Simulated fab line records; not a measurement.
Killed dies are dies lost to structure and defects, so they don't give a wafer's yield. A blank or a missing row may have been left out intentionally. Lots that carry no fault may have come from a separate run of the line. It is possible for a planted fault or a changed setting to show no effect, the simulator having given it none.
Comparing a struck lot with a sound one	flow sky130	17 out of 708 route steps
Sound: wafers L380.1, L380.4, L380.6. Struck: wafers L389.2, L389.5, L389.6. The cause comes at the end.
Each step with rows lists, per side, the tool, then ch with its chambers, then its first start. Under that, the readings that differ: sound wafers	struck wafers	difference of the means	sigmas: that difference in standard deviations of wafers without a fault.
alike: readings with means less than 2 such deviations apart, plus words and numbers identical on both sides. not compared: withheld readings, readings lacking a value on some wafer, bounds such as >300 that could conceal the same value, and numbers that have no deviation in the record and whose values overlap.
A row with sigmas, a row that says differs or no value, or rows on one side alone: a step with any of these is where the two part. When numbers do not overlap yet have no deviation, they are printed without sigmas and do not part them. A reading missing from all wafers of one side parts the sides only when that side holds two or more wafers.

SKY_LI_CONTACT_CMP_02: polishes PSG.
  sound on cmp-01 ch 0,1, day 28 05:07; struck on cmp-02 ch 0,2,3, day 31 04:50
  alike: motor_current_A, time_to_endpoint_s
SKY_LI_CONTACT_BOW_MEAS_03:
  sound: film_metro-01 at day 28 05:25; struck: film_metro-04 at day 31 05:01
  alike: LI_CONTACT_BOW
then, 8 steps without rows for these wafers: SKY_LI_CONTACT_DEHYDRATE_04 (time 60 s); SKY_LI_CONTACT_HMDS_05 (prime time 60 s); SKY_LI_CONTACT_COAT_06 (resist thk 60 nm); SKY_LI_CONTACT_COAT_07 (resist thk 450 nm); SKY_LI_CONTACT_SOFTBAKE_08 (time 90 s); SKY_LI_CONTACT_EXPOSE_09 (exposes mask LICM1, target cd 170 nm); SKY_LI_CONTACT_PEB_10; SKY_LI_CONTACT_DEVELOP_11 (develop time 60 s).
SKY_LI_CONTACT_CD_MEAS_12: target cd 170 nm.
  sound: cd_sem-01 at day 29 10:06; struck: cd_sem-01 at day 32 08:19
  alike: cd_nm
SKY_LI_CONTACT_OVL_MEAS_13:
  sound: overlay-02 at day 29 10:13; struck: overlay-01 at day 32 08:26
  alike: LI_CONTACT_OVL
SKY_LI_CONTACT_ETCH_14: etches BARC in N2/H2, stops on SiO2, time 45.9 s, target depth 60 nm.
  sound on rie_diel-03 ch 0,1,3, day 29 10:16; struck on rie_diel-01 ch 0,2,3, day 32 08:28
reading	sound	struck	difference	sigmas
rf_fwd_power_W (W)	495.8 496.4 495.2	693.7 694.6 690.9	+197.3	+94
model.KrF-thick_of_LI_CONTACT_COAT_07.thk_nm (nm)	390 391.6 390.7	380.5 379.2 378.2	-11.5	
model.LI_CONTACT.cd_nm (nm)	172.3 171.2 170.8	176.3 176.9 176.2	+5.0	
model.SiO2_of_SONOS_ONO_CVD_04.thk_nm (nm)	4.099 4.227 4.186	3.485 3.508 3.605	-0.638	
  alike: drypump_motor_current_A, oes_product_au, throttle_valve_pct
  not compared: rf_hours_counter_h
SKY_LI_CONTACT_ETCH_15: etches PSG in C4F8/O2/Ar, stops on Si, target depth 600 nm.
  sound on rie_diel-03 ch 0,1,3, day 29 10:18; struck on rie_diel-01 ch 0,2,3, day 32 08:30
reading	sound	struck	difference	sigmas
model.KrF-thick_of_LI_CONTACT_COAT_07.thk_nm (nm)	227.9 232.6 228.2	219.2 217.1 215.5	-12.3	
model.LI_CONTACT.cd_nm (nm)	172 171.6 170.6	176.2 177 176.4	+5.1	
  alike: oes_product_au, rf_fwd_power_W
SKY_LI_CONTACT_STRIP_16: strips in O2/N2.
  sound on plasma_asher-04 ch 0,1, day 29 10:23; struck on plasma_asher-03 ch 0,1, day 32 08:35
reading	sound	struck	difference	sigmas
oes_product_au (a.u.)	0.378 0.380 0.368	0.362 0.366 0.371	-0.009	-2
strip_time_to_endpoint_s (s)	3.458 3.505 3.467	3.342 3.344 3.324	-0.140	-5
  alike: drypump_motor_current_A, o2_flow_sccm
  not compared: rf_hours_counter_h
then, 1 step without rows for these wafers: SKY_LI_CONTACT_CLEAN_17 (cleans in NMP, time 600 s).
-- the record jumps here: 16 days lie between the struck wafers' starts before and after (it left off in module LI_CONTACT and takes up again in module PAD_OPEN, whose first step shown is number 708 of the route) --
SKY_PAD_OPEN_PROBE_99:
  rows exist in the record for the struck wafers here (prober-02, day 48 04:19), but not for the sound ones

## WHERE THEY PART
Earliest at SKY_LI_CONTACT_ETCH_14; latest, in this record, at SKY_PAD_OPEN_PROBE_99.

WHY: what the simulator had put in
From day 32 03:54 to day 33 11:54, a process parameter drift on rie_diel-01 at SKY_LI_CONTACT_ETCH_14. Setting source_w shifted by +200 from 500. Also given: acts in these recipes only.
